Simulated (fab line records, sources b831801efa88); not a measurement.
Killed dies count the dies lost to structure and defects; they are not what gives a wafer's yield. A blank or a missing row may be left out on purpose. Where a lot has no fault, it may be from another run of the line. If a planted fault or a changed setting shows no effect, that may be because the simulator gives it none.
fab line records -- flow gf180mcu
[record] lots = 14, wafers = 42, last-day = 33
route steps=602 shown NWELL@52 MVPSD@80 POLY_GATE@171
lots that met no fault: taken from a fault-free run of the same line
start-h: the number of hours between the record's first day and the start of the first shown wafer of the lot -- wait-h: how many hours have passed since the lot's step before this one -- " same as the row above -- L1.1+2: a single row standing in for several wafers -- - no value present, or no start provided -- * or withheld: withheld -- < > ~ a bound
route shown NAME@n: NAME is a module with steps in the file, n the number in the route of the first one -- usual: mean and standard deviation over wafers with no fault -- same: alike in all rows -- chamber/n: place in a boat -- sites: the reading at each site -- _std_site: the standard deviation of these -- _edge_site: inner sites' mean taken away from outer sites' mean -- radius-mm: for every site, how far away it sits from the centre of the wafer -- mask NAME#n: copy n -- behind: the tool/chamber that last shaped the wafer -- hold: why the lot was held/for how many hours/how that ended -- device: the n, p or np transistor that did not switch -- end of line: the tests these same wafers got at the end of their route -- step lacking rows: just its recipe -- killed: dies lost to structure and defects at the first sort, not the wafer's yield -- map: shows each die of a wafer: x if killed, . if not, _ if none is there
set.NAME: the run value of the setting; set.NAME@STEP: its run value at that earlier step -- model.NAME: the simulator's own value behind a step, which no gauge read
the route's steps for a sample of lots (tables are steps, rows are wafers)
services: a tool's chamber out of use, with start hour (start-h, from the record's first day; less than 0 if before it), hours out, and reason
[[steps]]
[step GF_NWELL_STRIP_10]
[recipe] chemistry = O2/N2, power-w = 1400, pressure-mtorr = 1500, platen-temp-c = 250, o2-flow-sccm = 3000, n2-flow-sccm = 300, overash-fraction = 0.5
[usual] drypump-motor-current-A = 6.0/0.4, heater-power-w = 341/32, o2-flow-sccm = 3000/9.4, oes-product-au = 0.722/0.004, platen-temp-c = 250.01/0.2, strip-time-to-endpoint-s = 36.96/0.1
lot.wafer,tool,chamber,start-h,wait-h,drypump-motor-current-A,heater-power-w,o2-flow-sccm,oes-product-au,platen-temp-c,rf-hours-counter-h,strip-time-to-endpoint-s
L201.1,plasma-asher-04,0,54.88,0.1,6.1,316,2998,0.719,250.34,42,37.05
L201.5,plasma-asher-04,0,54.88,0.1,6.1,308,3004,0.724,249.62,-,37.04
L201.6,plasma-asher-04,1,54.88,0.1,6.2,330,2976,0.724,249.91,-,37.14
L202.2,plasma-asher-04,0,59.78,0.1,6.1,313,2996,0.722,249.81,42,36.80
L202.4,plasma-asher-04,1,59.78,0.1,6.2,323,3001,0.713,250.01,-,36.79
L202.6,plasma-asher-04,1,59.78,0.1,6.2,321,2997,0.724,250.10,-,36.87
L203.1,plasma-asher-03,0,66.08,0.1,5.2,364,3014,0.716,249.67,39,37.00
L203.4,plasma-asher-03,1,66.08,0.1,6.1,321,2991,0.718,250.20,-,36.89
L203.5,plasma-asher-03,0,66.08,0.1,5.2,351,3009,0.722,249.99,-,36.99
L208.2,plasma-asher-04,1,95.03,0.1,6.3,327,2999,0.725,249.59,46,36.93
L208.4,plasma-asher-04,0,95.03,0.1,6.1,310,3002,0.729,249.84,-,36.99
L208.5,plasma-asher-04,1,95.03,0.1,6.2,331,2980,0.726,249.80,-,36.81
L209.4,plasma-asher-04,0,96.96,0.1,6.1,308,2988,0.716,249.99,-,36.73
L209.5,plasma-asher-04,1,96.96,0.1,6.2,313,3013,0.718,249.89,-,36.81
L209.6,plasma-asher-04,0,96.96,0.1,6.1,309,2975,0.726,249.83,-,36.79
L210.4,plasma-asher-04,1,102.61,0.1,6.2,329,3002,0.722,249.83,-,37.03
L210.5,plasma-asher-04,1,102.61,0.1,6.2,321,2998,0.718,249.98,-,37.09
L210.6,plasma-asher-04,0,102.61,0.1,6.1,304,2998,0.718,250.18,-,37.09
L211.1,plasma-asher-04,1,114.38,0.1,6.2,331,3010,0.720,250.25,49,36.89
L211.3,plasma-asher-04,1,114.38,0.1,6.3,324,3008,0.720,250.10,-,36.95
L211.4,plasma-asher-04,0,114.38,0.1,6.1,311,2990,0.730,249.97,-,37.02
L212.1,plasma-asher-04,1,123.60,0.1,6.2,325,3000,0.728,249.85,50,36.95
L212.3,plasma-asher-04,1,123.60,0.1,6.2,324,3008,0.728,249.72,-,37.01
L212.5,plasma-asher-04,1,123.60,0.1,6.3,333,3000,0.717,249.74,-,36.90
L213.4,plasma-asher-04,0,131.26,0.1,6.1,311,3003,0.724,250.34,-,37.01
L213.5,plasma-asher-04,0,131.26,0.1,6.1,317,2983,0.718,249.96,-,37.03
L213.6,plasma-asher-04,1,131.26,0.1,6.2,331,2993,0.724,250.14,-,36.95
L214.3,plasma-asher-03,0,131.61,0.1,5.2,350,3013,0.723,250.18,-,37.02
L214.4,plasma-asher-03,1,131.61,0.1,6.1,326,3009,0.724,250.02,-,36.95
L214.5,plasma-asher-03,0,131.61,0.1,5.1,358,3006,0.720,249.94,-,36.91
L215.2,plasma-asher-02,0,138.98,0.1,6.0,391,2989,0.726,249.97,3,36.78
L215.3,plasma-asher-02,1,138.98,0.1,6.5,418,2987,0.725,250.09,-,36.80
L215.5,plasma-asher-02,0,138.98,0.1,6.0,401,3005,0.719,250.37,-,36.86
L218.3,plasma-asher-04,0,157.68,0.1,6.1,305,3001,0.714,250.04,-,36.77
L218.4,plasma-asher-04,1,157.68,0.1,6.2,341,2996,0.724,249.61,-,36.99
L218.6,plasma-asher-04,0,157.68,0.1,6.1,312,3000,0.722,250.01,-,36.84
L220.3,plasma-asher-03,1,160.16,0.1,6.1,329,3001,0.721,250.26,-,36.85
L220.4,plasma-asher-03,0,160.16,0.1,5.2,361,2993,0.719,250.00,-,36.90
L220.6,plasma-asher-03,1,160.16,0.1,6.1,321,3007,0.714,250.36,-,36.89
L222.2,plasma-asher-03,1,170.14,0.1,6.1,327,3009,0.728,249.96,49,36.79
L222.5,plasma-asher-03,0,170.14,0.1,5.1,353,3006,0.722,250.37,-,36.95
L222.6,plasma-asher-03,1,170.14,0.1,6.1,332,2996,0.731,250.04,-,36.84
[step GF_MVPSD_COAT_02]
[recipe] spin-rpm = 2000, resist-thk-nm = 3000
[usual] dispense-pressure-kPa = 50/3.4
lot.wafer,tool,chamber,start-h,wait-h,dispense-pressure-kPa
L201.1,litho-track-02,0,88.44,0.1,41
L201.5,litho-track-02,0,88.44,0.1,41
L201.6,litho-track-02,0,88.44,0.1,41
L202.2,litho-track-03,0,92.52,0.1,52
L202.4,litho-track-03,0,92.52,0.1,52
L202.6,litho-track-03,0,92.52,0.1,52
L203.1,litho-track-03,0,99.64,0.1,52
L203.4,litho-track-03,0,99.64,0.1,52
L203.5,litho-track-03,0,99.64,0.1,52
L208.2,litho-track-03,0,132.92,0.1,52
L208.4,litho-track-03,0,132.92,0.1,52
L208.5,litho-track-03,0,132.92,0.1,52
L209.4,litho-track-01,0,133.89,0.1,50
L209.5,litho-track-01,0,133.89,0.1,50
L209.6,litho-track-01,0,133.89,0.1,50
L210.4,litho-track-01,0,141.29,0.1,50
L210.5,litho-track-01,0,141.29,0.1,50
L210.6,litho-track-01,0,141.29,0.1,50
L211.1,litho-track-01,0,153.06,0.1,50
L211.3,litho-track-01,0,153.06,0.1,50
L211.4,litho-track-01,0,153.06,0.1,50
L212.1,litho-track-01,0,163.51,0.1,50
L212.3,litho-track-01,0,163.51,0.1,50
L212.5,litho-track-01,0,163.51,0.1,50
L213.4,litho-track-01,0,171.43,0.1,50
L213.5,litho-track-01,0,171.43,0.1,50
L213.6,litho-track-01,0,171.43,0.1,50
L214.3,litho-track-01,0,172.06,0.1,50
L214.4,litho-track-01,0,172.06,0.1,50
L214.5,litho-track-01,0,172.06,0.1,50
L215.2,litho-track-03,0,178.22,0.1,52
L215.3,litho-track-03,0,178.22,0.1,52
L215.5,litho-track-03,0,178.22,0.1,52
L218.3,litho-track-03,0,198.09,0.1,52
L218.4,litho-track-03,0,198.09,0.1,52
L218.6,litho-track-03,0,198.09,0.1,52
L220.3,litho-track-03,0,200.89,0.1,52
L220.4,litho-track-03,0,200.89,0.1,52
L220.6,litho-track-03,0,200.89,0.1,52
L222.2,litho-track-03,0,211.37,0.1,52
L222.5,litho-track-03,0,211.37,0.1,52
L222.6,litho-track-03,0,211.37,0.1,52
[step GF_MVPSD_STRIP_10]
[recipe] chemistry = O2/N2, power-w = 1400, pressure-mtorr = 1500, platen-temp-c = 250, o2-flow-sccm = 3000, n2-flow-sccm = 300, overash-fraction = 0.5
[usual] drypump-motor-current-A = 6.0/0.74, heater-power-w = 347/38, o2-flow-sccm = 3002/9.7, oes-product-au = 0.722/0.0047, platen-temp-c = 250.02/0.19, strip-time-to-endpoint-s = 36.96/0.098
lot.wafer,tool,chamber,start-h,wait-h,drypump-motor-current-A,heater-power-w,o2-flow-sccm,oes-product-au,platen-temp-c,rf-hours-counter-h,strip-time-to-endpoint-s
L201.1,plasma-asher-04,1,95.48,0.1,6.3,332,2987,0.716,250.11,46,36.89
L201.5,plasma-asher-04,1,95.48,0.1,6.3,328,2988,0.719,250.01,-,36.91
L201.6,plasma-asher-04,0,95.48,0.1,6.1,309,3008,0.715,250.31,-,36.95
L202.2,plasma-asher-01,0,99.73,0.1,4.7,307,2999,0.733,250.00,30,36.91
L202.4,plasma-asher-01,0,99.73,0.1,4.7,303,3000,0.724,249.98,-,36.89
L202.6,plasma-asher-01,1,99.73,0.1,6.7,359,3008,0.717,250.39,-,36.88
L203.1,plasma-asher-01,1,107.00,0.1,6.8,363,2995,0.730,250.38,30,36.98
L203.4,plasma-asher-01,1,107.00,0.1,6.8,363,3013,0.727,250.30,-,36.99
L203.5,plasma-asher-01,1,107.00,0.1,6.8,364,2999,0.725,250.34,-,36.89
L208.2,plasma-asher-01,1,141.78,0.1,6.8,361,3006,0.724,249.65,33,36.92
L208.4,plasma-asher-01,1,141.78,0.1,6.8,364,2989,0.721,249.99,-,36.96
L208.5,plasma-asher-01,1,141.78,0.1,6.8,366,3000,0.725,250.17,-,36.82
L209.4,plasma-asher-04,1,142.28,0.1,6.2,329,3005,0.726,250.12,-,36.97
L209.5,plasma-asher-04,1,142.28,0.1,6.2,335,3007,0.722,249.92,-,37.03
L209.6,plasma-asher-04,0,142.28,0.1,6.1,324,3009,0.725,250.40,-,37.11
L210.4,plasma-asher-01,0,149.33,0.1,4.7,307,3005,0.723,249.59,-,36.93
L210.5,plasma-asher-01,1,149.33,0.1,6.7,375,3000,0.715,250.25,-,36.97
L210.6,plasma-asher-01,0,149.33,0.1,4.7,306,2991,0.716,249.93,-,36.89
L211.1,plasma-asher-01,0,161.23,0.1,4.7,308,3004,0.727,250.29,36,36.98
L211.3,plasma-asher-01,1,161.23,0.1,6.8,360,3004,0.728,249.54,-,37.02
L211.4,plasma-asher-01,0,161.23,0.1,4.8,310,2999,0.720,250.06,-,37.00
L212.1,plasma-asher-02,1,171.73,0.1,6.5,407,2999,0.724,249.87,6,36.93
L212.3,plasma-asher-02,0,171.73,0.1,6.0,401,3000,0.717,250.02,-,36.96
L212.5,plasma-asher-02,1,171.73,0.1,6.5,407,2998,0.721,249.73,-,37.02
L213.4,plasma-asher-02,1,179.53,0.1,6.5,399,3013,0.718,250.21,-,13.07
L213.5,plasma-asher-02,0,179.53,0.1,6.0,397,2990,0.706,250.16,-,13.06
L213.6,plasma-asher-02,1,179.53,0.1,6.6,410,3005,0.709,249.84,-,13.07
L214.3,plasma-asher-04,1,180.36,0.1,6.3,333,3017,0.718,250.02,-,13.06
L214.4,plasma-asher-04,0,180.36,0.1,6.1,309,3021,0.719,249.78,-,13.03
L214.5,plasma-asher-04,0,180.36,0.1,6.1,319,3029,0.718,249.78,-,13.06
L215.2,plasma-asher-02,1,186.83,0.1,6.6,410,3001,0.728,250.00,8,36.86
L215.3,plasma-asher-02,1,186.83,0.1,6.6,418,3009,0.719,249.75,-,36.85
L215.5,plasma-asher-02,1,186.83,0.1,6.6,403,3013,0.725,249.96,-,36.86
L218.3,plasma-asher-01,0,206.73,0.1,4.7,300,3016,0.728,250.09,-,37.00
L218.4,plasma-asher-01,1,206.73,0.1,6.8,354,3002,0.715,250.01,-,37.01
L218.6,plasma-asher-01,1,206.73,0.1,6.8,358,2998,0.731,250.10,-,36.92
L220.3,plasma-asher-01,0,209.91,0.1,4.7,306,3004,0.723,250.25,-,36.98
L220.4,plasma-asher-01,1,209.91,0.1,6.7,363,2998,0.717,249.97,-,36.91
L220.6,plasma-asher-01,1,209.91,0.1,6.7,362,3012,0.712,250.12,-,36.93
L222.2,plasma-asher-04,0,219.68,0.1,6.1,309,3009,0.720,249.78,60,36.85
L222.5,plasma-asher-04,0,219.68,0.1,6.1,309,3010,0.721,249.70,-,36.94
L222.6,plasma-asher-04,1,219.68,0.1,6.3,337,3006,0.719,249.78,-,36.96
[step GF_VT_IMPLANT_RS_MEAS_47]
[recipe] thk-meas-gauge = four-point-probe
[usual] NWELL_RS = 488.0/1.2
lot.wafer,tool,chamber,start-h,wait-h,NWELL_RS[ohm/sq]
L201.1,film-metro-04,-,157.56,0.1,485.8
L201.5,film-metro-04,-,157.56,0.1,484.5
L201.6,film-metro-04,-,157.56,0.1,486.3
L202.2,film-metro-03,-,159.98,0.1,488.8
L202.4,film-metro-03,-,159.98,0.1,488.1
L202.6,film-metro-03,-,159.98,0.1,488.4
L203.1,film-metro-01,-,168.87,0.1,488.5
L203.4,film-metro-01,-,168.87,0.1,488.3
L203.5,film-metro-01,-,168.87,0.1,488.7
L208.2,film-metro-04,-,208.63,0.1,489.2
L208.4,film-metro-04,-,208.63,0.1,487.7
L208.5,film-metro-04,-,208.63,0.1,488.4
L209.4,film-metro-04,-,209.49,0.1,488.7
L209.5,film-metro-04,-,209.49,0.1,487.3
L209.6,film-metro-04,-,209.49,0.1,488.1
L210.4,film-metro-03,-,216.67,0.1,488.3
L210.5,film-metro-03,-,216.67,0.1,487.8
L210.6,film-metro-03,-,216.67,0.1,491.3
L211.1,film-metro-01,-,228.26,0.1,487.1
L211.3,film-metro-01,-,228.26,0.1,487.5
L211.4,film-metro-01,-,228.26,0.1,488.2
L212.1,film-metro-01,-,239.81,0.1,488.4
L212.3,film-metro-01,-,239.81,0.1,485.8
L212.5,film-metro-01,-,239.81,0.1,485.6
L213.4,film-metro-03,-,251.42,0.1,488.4
L213.5,film-metro-03,-,251.42,0.1,489.1
L213.6,film-metro-03,-,251.42,0.1,489.4
L214.3,film-metro-04,-,251.65,0.1,488.6
L214.4,film-metro-04,-,251.65,0.1,485.5
L214.5,film-metro-04,-,251.65,0.1,487.9
L215.2,film-metro-01,-,257.54,0.1,485.6
L215.3,film-metro-01,-,257.54,0.1,487.6
L215.5,film-metro-01,-,257.54,0.1,488.3
L218.3,film-metro-01,-,281.02,0.1,490.0
L218.4,film-metro-01,-,281.02,0.1,489.9
L218.6,film-metro-01,-,281.02,0.1,487.9
L220.3,film-metro-01,-,284.96,0.1,488.5
L220.4,film-metro-01,-,284.96,0.1,486.3
L220.6,film-metro-01,-,284.96,0.1,488.1
L222.2,film-metro-01,-,295.95,0.1,487.2
L222.5,film-metro-01,-,295.95,0.1,487.8
L222.6,film-metro-01,-,295.95,0.1,487.1
[step GF_POLY_GATE_STRIP_14]
[recipe] chemistry = O2/N2, power-w = 1400, pressure-mtorr = 1500, platen-temp-c = 250, o2-flow-sccm = 3000, n2-flow-sccm = 300, overash-fraction = 0.5
[usual] drypump-motor-current-A = 5.8/0.72, heater-power-w = 355/34, o2-flow-sccm = 3000/9.8, oes-product-au = 0.505/0.0038, platen-temp-c = 249.98/0.19
lot.wafer,tool,chamber,start-h,wait-h,drypump-motor-current-A,heater-power-w,o2-flow-sccm,oes-product-au,platen-temp-c,rf-hours-counter-h
L201.1,plasma-asher-03,0,195.92,0.0,5.2,363,3002,0.512,249.98,52
L201.5,plasma-asher-03,0,195.92,0.0,5.2,357,3000,0.505,249.86,-
L201.6,plasma-asher-03,1,195.92,0.0,6.1,331,2998,0.509,249.96,-
L202.2,plasma-asher-02,0,199.90,0.0,6.0,398,3010,0.504,249.86,9
L202.4,plasma-asher-02,0,199.90,0.0,6.0,393,2990,0.504,249.80,-
L202.6,plasma-asher-02,0,199.90,0.0,6.0,395,2994,0.506,250.06,-
L203.1,plasma-asher-01,0,206.05,0.0,4.7,305,3024,0.503,250.23,40
L203.4,plasma-asher-01,1,206.05,0.0,6.8,361,3007,0.500,249.83,-
L203.5,plasma-asher-01,1,206.05,0.0,6.8,363,3001,0.506,249.95,-
L208.2,plasma-asher-01,1,249.17,0.0,6.8,367,3006,0.509,250.23,44
L208.4,plasma-asher-01,0,249.17,0.0,4.7,301,2991,0.500,249.98,-
L208.5,plasma-asher-01,1,249.17,0.0,6.8,367,2994,0.506,249.97,-
L209.4,plasma-asher-03,0,255.00,0.1,5.2,348,2982,0.499,250.00,-
L209.5,plasma-asher-03,0,255.00,0.1,5.2,350,2999,0.507,250.22,-
L209.6,plasma-asher-03,1,255.00,0.1,6.1,328,2998,0.505,250.15,-
L210.4,plasma-asher-01,0,259.05,0.1,4.8,311,3000,0.506,249.89,-
L210.5,plasma-asher-01,0,259.05,0.1,4.8,309,2988,0.510,249.81,-
L210.6,plasma-asher-01,1,259.05,0.1,6.7,363,3011,0.504,249.88,-
L211.1,plasma-asher-03,0,271.40,0.0,5.1,365,2993,0.513,250.19,59
L211.3,plasma-asher-03,1,271.40,0.0,6.1,329,2995,0.508,249.84,-
L211.4,plasma-asher-03,0,271.40,0.0,5.1,364,3007,0.507,250.08,-
L212.1,plasma-asher-03,0,284.75,0.0,5.2,360,2999,0.508,250.02,61
L212.3,plasma-asher-03,0,284.75,0.0,5.2,354,2981,0.506,250.11,-
L212.5,plasma-asher-03,0,284.75,0.0,5.2,357,2987,0.510,250.06,-
L213.4,plasma-asher-02,0,295.95,0.1,6.0,402,3002,0.512,249.94,-
L213.5,plasma-asher-02,0,295.95,0.1,6.0,404,2985,0.505,250.03,-
L213.6,plasma-asher-02,1,295.95,0.1,6.5,397,2989,0.507,249.97,-
L214.3,plasma-asher-02,1,297.25,0.1,6.6,407,3016,0.514,249.80,-
L214.4,plasma-asher-02,0,297.25,0.1,6.0,390,2994,0.505,250.20,-
L214.5,plasma-asher-02,1,297.25,0.1,6.6,407,3004,0.506,250.09,-
L215.2,plasma-asher-01,1,302.32,0.0,6.7,369,3004,0.513,249.95,50
L215.3,plasma-asher-01,1,302.32,0.0,6.7,365,2984,0.513,250.00,-
L215.5,plasma-asher-01,0,302.32,0.0,4.7,310,2994,0.512,249.93,-
L218.3,plasma-asher-03,1,327.30,0.1,6.1,322,2997,0.504,250.26,-
L218.4,plasma-asher-03,0,327.30,0.1,5.1,365,2991,0.501,250.05,-
L218.6,plasma-asher-03,1,327.30,0.1,6.1,328,2999,0.506,249.71,-
L220.3,plasma-asher-01,0,332.10,0.1,4.7,306,3000,0.507,249.73,-
L220.4,plasma-asher-01,1,332.10,0.1,6.7,375,3013,0.506,249.66,-
L220.6,plasma-asher-01,0,332.10,0.1,4.8,311,2996,0.507,249.78,-
L222.2,plasma-asher-01,0,344.10,0.0,4.7,307,2994,0.504,249.84,54
L222.5,plasma-asher-01,0,344.10,0.0,4.7,313,2998,0.509,249.95,-
L222.6,plasma-asher-01,1,344.10,0.0,6.7,360,2993,0.498,250.00,-
[[services]]
tool,chamber,start-h,hours,kind
plasma-asher-02,-,34.76,3.8,repair
plasma-asher-02,-,43.35,0.5,repair
plasma-asher-02,-,45.35,1.0,repair
plasma-asher-01,-,51.98,1.0,repair
plasma-asher-02,-,108.75,9.0,pm
plasma-asher-02,0,108.75,9.0,vent-cycle
plasma-asher-02,1,108.75,9.0,vent-cycle
plasma-asher-02,0,117.75,-,clean
plasma-asher-02,1,117.75,-,clean
plasma-asher-03,-,133.18,3.0,repair
plasma-asher-01,-,136.00,1.9,repair
plasma-asher-01,-,136.06,5.3,repair
plasma-asher-02,-,169.18,1.9,repair
plasma-asher-01,-,198.86,2.0,repair
plasma-asher-04,-,229.64,2.8,pm
plasma-asher-02,-,279.03,0.8,repair
plasma-asher-02,-,297.74,2.8,pm
plasma-asher-02,-,310.36,3.6,repair
[[key]]
[first-sign] step = GF_MVPSD_STRIP_10, reading = strip-time-to-endpoint-s, direction = down, sigmas = 99+, usual = *, struck = *
effect none on later readings
met-at GF_MVPSD_COAT_02
struck-lots L213,L214
rows-end L213.4,L213.5,L213.6
sort-left-out L214.3,L214.4,L214.5
tester-left-out L214
not-acting-at GF_NWELL_STRIP_10,GF_VT_IMPLANT_RS_MEAS_47,GF_POLY_GATE_STRIP_14
onset-between 163.51 171.43
[fault] kind = process-parameter-drift, tool = litho-track-01, chamber = -, onset-h = 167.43, steps = GF_MVPSD_COAT_02, channel = resist-thk-nm, offset = *, shape = step, end-h = 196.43, acts-in = *, stated = *
// tester-left-out: of these lots the tester's yield and bins aren't shown, on N5 and GAA mostly nor the transistor test; their killed dies are dies lost to structure and defects alone, not to doping, threshold or leakage, so they don't give the yield
// sort-left-out: the simulated sort isn't trusted on such a fault, so these wafers' sort isn't shown, and their yield isn't known
// rows-end: these wafers met a further fault down the route, and their rows from its step on are left out
